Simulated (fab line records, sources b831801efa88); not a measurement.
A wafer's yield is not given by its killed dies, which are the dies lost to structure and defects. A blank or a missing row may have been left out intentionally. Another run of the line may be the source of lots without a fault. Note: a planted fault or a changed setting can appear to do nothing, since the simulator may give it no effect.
Which of the tools did it? | flow sky130 | Sampling: 14 lots, 42 wafers, 4 of 708 route steps

WHAT THE GAUGES READ, wafer by wafer
SKY_VT_ADJUST_LVTN_OVL_MEAS_18.
lot  | measured     | on         | VT_ADJUST_LVTN_01_OVL (nm)
L421 | day 7 16:20  | overlay-02 | -1.6 -1.0 2.2
L422 | day 7 19:25  | overlay-01 | -0.4 -3.1 -1.3
L423 | day 8 03:31  | overlay-01 | 0.5 0.3 0.4
L424 | day 8 06:22  | overlay-01 | -0.3 -2.0 -1.6
L425 | day 8 12:55  | overlay-02 | -1.1 -2.2 -0.6
L429 | day 10 02:55 | overlay-02 | -1.3 -0.4 -0.8
L431 | day 10 11:58 | overlay-01 | 0.1 1.8 0.9
L430 | day 10 12:31 | overlay-02 | 0.5 -2.3 -1.4
L432 | day 11 01:35 | overlay-01 | -2.1 -1.1 -1.2
L439 | day 13 05:04 | overlay-02 | -0.5 -0.2 -0.9
L437 | day 13 06:10 | overlay-02 | -2.9 -1.3 -3.1
L438 | day 13 06:19 | overlay-01 | -1.8 -2.6 -1.1
L443 | day 14 11:04 | overlay-02 | -0.2 -0.3 0.7
L444 | day 14 11:22 | overlay-01 | -0.9 -0.8 -4.5

SKY_VT_ADJUST_LVTN_TW_MEAS_21.
lot  | measured     | on            | VT_ADJUST_LVTN_2_TW
L421 | day 7 16:37  | film metro-02 | 187.5 187.8 188.0
L422 | day 7 19:43  | film metro-04 | 189.6 189.1 188.5
L423 | day 8 03:48  | film metro-02 | 188.4 188.9 187.7
L424 | day 8 06:39  | film metro-01 | 188.1 188.6 187.7
L425 | day 8 13:13  | film metro-04 | 189.3 189.5 189.3
L429 | day 10 03:13 | film metro-02 | 187.6 187.6 187.4
L431 | day 10 12:15 | film metro-02 | 187.3 187.6 187.4
L430 | day 10 12:48 | film metro-02 | 187.4 188.2 187.3
L432 | day 11 01:53 | film metro-01 | 187.5 187.7 187.1
L439 | day 13 05:26 | film metro-01 | 188.0 189.0 188.1
L437 | day 13 06:27 | film metro-04 | 189.6 189.8 189.1
L438 | day 13 06:36 | film metro-01 | 188.8 188.5 189.8
L443 | day 14 11:21 | film metro-01 | 187.0 187.7 187.3
L444 | day 14 11:39 | film metro-02 | 188.8 188.4 188.7

SKY_LI_CONTACT_THK_MEAS_01.
lot  | measured     | on            | LI_CONTACT_HDPCVD_THK (nm)
L421 | day 27 17:27 | film metro-04 | 939 925 941
L422 | day 28 01:51 | film metro-03 | 918 916 920
L423 | day 28 10:34 | film metro-04 | 931 938 933
L424 | day 28 14:56 | film metro-02 | 922 928 917
L425 | day 28 21:28 | film metro-04 | 932 923 929
L429 | day 31 01:32 | film metro-03 | 934 936 945
L431 | day 31 07:16 | film metro-03 | 943 936 934
L430 | day 31 10:08 | film metro-03 | 908 928 914
L432 | day 32 04:37 | film metro-02 | 936 930 933
L439 | day 34 13:01 | film metro-04 | 932 941 923
L437 | day 34 14:02 | film metro-02 | 926 929 934
L438 | day 34 13:22 | film metro-04 | 934 950 942
L443 | day 35 15:23 | film metro-03 | 925 930 935
L444 | day 36 12:10 | film metro-03 | 925 924 925

WHICH TOOL RAN EACH LOT (tool, then ch and the chambers of the sampled wafers, then the start)
lot  | SKY_LDD_LDN_IMPLANT_08
L421 | implanter-01 ch 0, day 22 14:37
L422 | implanter-01 ch 0, day 22 22:09
L423 | implanter-04 ch 0, day 23 08:41
L424 | implanter-01 ch 0, day 23 13:17
L425 | implanter-04 ch 0, day 23 19:50
L429 | implanter-03 ch 0, day 26 03:52
L431 | implanter-01 ch 0, day 26 10:51
L430 | implanter-01 ch 0, day 26 12:50
L432 | implanter-01 ch 0, day 27 08:16
L439 | implanter-04 ch 0, day 29 19:45
L437 | implanter-04 ch 0, day 29 21:17
L438 | implanter-01 ch 0, day 29 21:35
L443 | implanter-01 ch 0, day 31 00:44
L444 | implanter-03 ch 0, day 31 09:23
- SKY_LDD_LDN_IMPLANT_08

WHAT THE TOOLS THEMSELVES READ (means of the sampled wafers that have a number; where no wafer has one, the mark that the record gives instead)
SKY_LDD_LDN_IMPLANT_08.
lot  | tool         | dose ions cm2 | faraday current uA | rotation deg (degrees)
L421 | implanter-01 | 1.2507e+13    | 68.3               | 22.985
L422 | implanter-01 | 1.2482e+13    | 71.8               | 22.994
L423 | implanter-04 | 1.2493e+13    | 70.1               | 22.995
L424 | implanter-01 | 1.2506e+13    | 70.1               | 23.011
L425 | implanter-04 | 1.2496e+13    | 70.6               | 22.974
L429 | implanter-03 | 1.2494e+13    | 70.1               | 23.002
L431 | implanter-01 | 1.2502e+13    | 70.6               | 23.008
L430 | implanter-01 | 1.2490e+13    | 71.0               | 23.023
L432 | implanter-01 | 1.2503e+13    | 69.9               | 23.004
L439 | implanter-04 | 1.1649e+13    | 66.1               | 23.020
L437 | implanter-04 | 1.1629e+13    | 66.2               | 22.996
L438 | implanter-01 | 1.2510e+13    | 70.4               | 23.028
L443 | implanter-01 | 1.2502e+13    | 70.2               | 22.988
L444 | implanter-03 | 1.2521e+13    | 70.2               | 23.004

THE ANSWER, worked out from the rows above alone
Rule: what is usual is taken from the lots themselves. The widest of any qualifying gaps counts: lots, ordered by their means at a reading, are off when they make up no more than a third of the lots, leave a main group of 4 or more, and stand apart from it by 3 or more times the standard deviation of that group's means. If all means in a main group match to the digits the tables above print for the reading, that group is not used. A lot without any number at a reading at which 4 lots or more have one is off too. All remaining lots with rows at the step are treated as sound. Order of review: gauges by route order, followed by the tools' own readings, for which a lot's mean as printed above is used. At the first step where some lot is off, the reading lying furthest off is the one used; lots without a number count as furthest.
Off: L439, L437, at SKY_LDD_LDN_IMPLANT_08 (dose ions cm2). For the main group the mean is 1.2500e+13 and the standard deviation 9.9e+09.
If a tool, at that step or one of the process steps before it, ran each lot that is off and ran no sound lot following the first of them, it fits. One fits: SKY_LDD_LDN_IMPLANT_08 on implanter-04. A fault onset in the window from L425 (day 23 19:50, its last sound lot) to L439 (day 29 19:45, its first lot off) fits.
The tool's own readings at SKY_LDD_LDN_IMPLANT_08 bear it out: on the lots that are off they differ by more than 5 times the standard deviation of the sound lots' means. dose ions cm2 reads 1.1639e+13 there against 1.2500e+13 on the sound lots; faraday current uA reads 66.2 there against 70.3 on the sound lots.

WHAT WAS PUT IN BY THE SIMULATOR
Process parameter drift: implanter-04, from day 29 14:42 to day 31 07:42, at SKY_LDD_LDN_IMPLANT_08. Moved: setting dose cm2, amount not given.
Struck lots among those shown: L439, L437. The same result came from the rule above.
